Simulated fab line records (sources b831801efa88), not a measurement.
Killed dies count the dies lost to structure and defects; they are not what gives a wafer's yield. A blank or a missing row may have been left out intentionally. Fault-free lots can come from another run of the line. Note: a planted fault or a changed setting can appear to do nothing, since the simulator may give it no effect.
Comparing a struck lot with a sound one	flow sky130	43 out of 708 route steps
Sound: these wafers, L215.2, L215.3, L215.5. Struck: wafers L234.1, L234.4, L234.5. The cause comes at the end.
Each step with rows lists, per side, the tool, then ch with its chambers, then its first start. Under that, the readings that differ: sound wafers	struck wafers	difference of the means	sigmas: that difference in standard deviations of wafers without a fault.
alike: a reading whose means differ by less than 2 such deviations, as well as words and numbers matching on both sides. not compared: withheld readings; readings where some wafer has no value; bounds like >300 that might hide an equal value; numbers whose values overlap and for which the record gives no deviation.
The two part at a step that has a row with sigmas, a row that says differs or no value, or rows on one side only. Numbers that don't overlap but have no deviation are shown without sigmas and don't part them. A reading that every wafer of one side lacks parts them only if that side has two wafers or more.

SKY_VT_ADJUST_HVTR_OVL_MEAS_08:
  sound: overlay-01 at day 10 18:23; struck: overlay-01 at day 15 20:17
  alike: VT_ADJUST_HVTR_OVL
then, 1 step without rows for these wafers: SKY_VT_ADJUST_HVTR_IMPLANT_09.
SKY_VT_ADJUST_HVTR_STRIP_10: strips in O2/N2.
  sound on plasma-asher-02 ch 0,1, day 10 18:34; struck on plasma-asher-01 ch 0,1, day 15 20:28
  alike: chamber-pressure-mTorr, drypump-motor-current-A, oes-product-au, strip-time-to-endpoint-s
  not compared: rf-hours-counter-h
SKY_VT_ADJUST_HVTR_TW_MEAS_11:
  sound: film-metro-02 at day 10 18:41; struck: film-metro-02 at day 15 20:34
  alike: VT_ADJUST_HVTR_TW
then, 7 steps without rows for these wafers: SKY_VT_ADJUST_PCH_DEHYDRATE_00 (time 60 s); SKY_VT_ADJUST_PCH_HMDS_01 (prime time 60 s); SKY_VT_ADJUST_PCH_COAT_02 (resist thk 3000 nm); SKY_VT_ADJUST_PCH_SOFTBAKE_03; SKY_VT_ADJUST_PCH_EXPOSE_04 (exposes mask NWM, target cd 840 nm); SKY_VT_ADJUST_PCH_PEB_05; SKY_VT_ADJUST_PCH_DEVELOP_06 (develop time 60 s).
SKY_VT_ADJUST_PCH_OVL_MEAS_07:
  sound: overlay-01 at day 11 18:04; struck: overlay-01 at day 17 00:22
  alike: VT_ADJUST_PCH_OVL
SKY_VT_ADJUST_PCH_IMPLANT_08:
  sound on implanter-04 ch 0, day 11 18:07; struck on implanter-04 ch 0, day 17 00:25
  alike: dose-ions-cm2
SKY_VT_ADJUST_PCH_STRIP_09: strips in O2/N2.
  sound on plasma-asher-01 ch 0,1, day 11 18:15; struck on plasma-asher-04 ch 0,1, day 17 00:34
  alike: chamber-pressure-mTorr, drypump-motor-current-A, oes-product-au, strip-time-to-endpoint-s
  not compared: rf-hours-counter-h
SKY_VT_ADJUST_PCH_TW_MEAS_10:
  sound: film-metro-02 at day 11 18:22; struck: film-metro-01 at day 17 00:40
reading	sound	struck	difference	sigmas
VT_ADJUST_PCH_TW	144.7 144.2 144.6	141.3 141.5 140.5	-3.4	-3
then, 7 steps without rows for these wafers: SKY_SONOS_TUNNEL_DEHYDRATE_00 (time 60 s); SKY_SONOS_TUNNEL_HMDS_01 (prime time 60 s); SKY_SONOS_TUNNEL_COAT_02 (resist thk 1140 nm); SKY_SONOS_TUNNEL_SOFTBAKE_03 (time 60 s); SKY_SONOS_TUNNEL_EXPOSE_04 (exposes mask TUNM, target cd 410 nm); SKY_SONOS_TUNNEL_PEB_05; SKY_SONOS_TUNNEL_DEVELOP_06 (develop time 60 s).
SKY_SONOS_TUNNEL_CD_MEAS_07: the cd target is 410 nm.
  sound: cd-sem-02 at day 12 18:04; struck: cd-sem-01 at day 18 06:00
  alike: cd-nm
SKY_SONOS_TUNNEL_OVL_MEAS_08:
  sound: overlay-01 at day 12 18:11; struck: overlay-01 at day 18 06:07
  alike: SONOS_TUNNEL_OVL
then, 3 steps without rows for these wafers: SKY_SONOS_TUNNEL_IMPLANT_09; SKY_SONOS_TUNNEL_WET_ETCH_10 (etches SiO2 in dHF, target depth 14 nm, time 280 s); SKY_SONOS_TUNNEL_STRIP_11 (strips in SPM, time 600 s).
SKY_SONOS_TUNNEL_TW_MEAS_12:
  sound: film-metro-03 at day 12 18:39; struck: film-metro-02 at day 18 06:34
  alike: SONOS_TUNNEL_TW
then, 2 steps without rows for these wafers: SKY_SONOS_TUNNEL_CLEAN_13 (cleans in dHF, time 20 s); SKY_SONOS_ONO_OXIDATION_00 (stabilise 600 s, purge 300 s, target thk 2.6 nm).
SKY_SONOS_ONO_THK_MEAS_01:
  sound: film-metro-01 at day 12 21:05; struck: film-metro-04 at day 18 07:59
  alike: SONOS_ONO_OXIDATION_THK
then, 1 step without rows for these wafers: SKY_SONOS_ONO_CVD_02 (deposits Si3N4 from DCS/NH3, target thk 10.5 nm, time 180 s).
SKY_SONOS_ONO_THK_MEAS_03:
  sound: film-metro-01 at day 12 22:12; struck: film-metro-04 at day 18 09:06
reading	sound	struck	difference	sigmas
SONOS_ONO_CVD_02_THK (nm)	10.91 10.85 10.78	10.49 10.39 10.40	-0.42	-3
then, 1 step without rows for these wafers: SKY_SONOS_ONO_CVD_04 (deposits SiO2 from SiH4/N2O, target thk 5.7199 nm).
SKY_SONOS_ONO_THK_MEAS_05:
  sound: film-metro-01 at day 12 23:31; struck: film-metro-01 at day 18 10:25
  alike: SONOS_ONO_CVD_04_THK
then, 7 steps without rows for these wafers: SKY_SONOS_ONO_DEHYDRATE_06 (time 60 s); SKY_SONOS_ONO_HMDS_07 (prime time 60 s); SKY_SONOS_ONO_COAT_08 (resist thk 1140 nm); SKY_SONOS_ONO_SOFTBAKE_09 (time 60 s); SKY_SONOS_ONO_EXPOSE_10 (exposes mask ONOM, target cd 410 nm); SKY_SONOS_ONO_PEB_11; SKY_SONOS_ONO_DEVELOP_12 (develop time 60 s).
-- a jump in the record: the struck wafers' starts before and after are 32 days apart (it breaks off in module SONOS_ONO and resumes in module PAD_OPEN, where the first step shown is number 708 of the route) --
SKY_PAD_OPEN_PROBE_99:
  sound: prober-01 at day 46 17:36; struck: prober-02 at day 50 16:50
  alike: killed_at_M0_to_M3, killed_at_M4_up, killed-at-contacts, killed-at-front-end, killed-at-other, killed-dies, killed-open, killed-short
  not compared: model.etest.pfet_01v8_lvt.vt-v-range

== WHERE THEY PART ==
At SKY_VT_ADJUST_PCH_TW_MEAS_10 first; at SKY_SONOS_ONO_THK_MEAS_03 last (within this record only). Later steps at which nothing parts them and some readings are alike: SKY_SONOS_ONO_THK_MEAS_05, SKY_PAD_OPEN_PROBE_99.

WHY: what the simulator had put in
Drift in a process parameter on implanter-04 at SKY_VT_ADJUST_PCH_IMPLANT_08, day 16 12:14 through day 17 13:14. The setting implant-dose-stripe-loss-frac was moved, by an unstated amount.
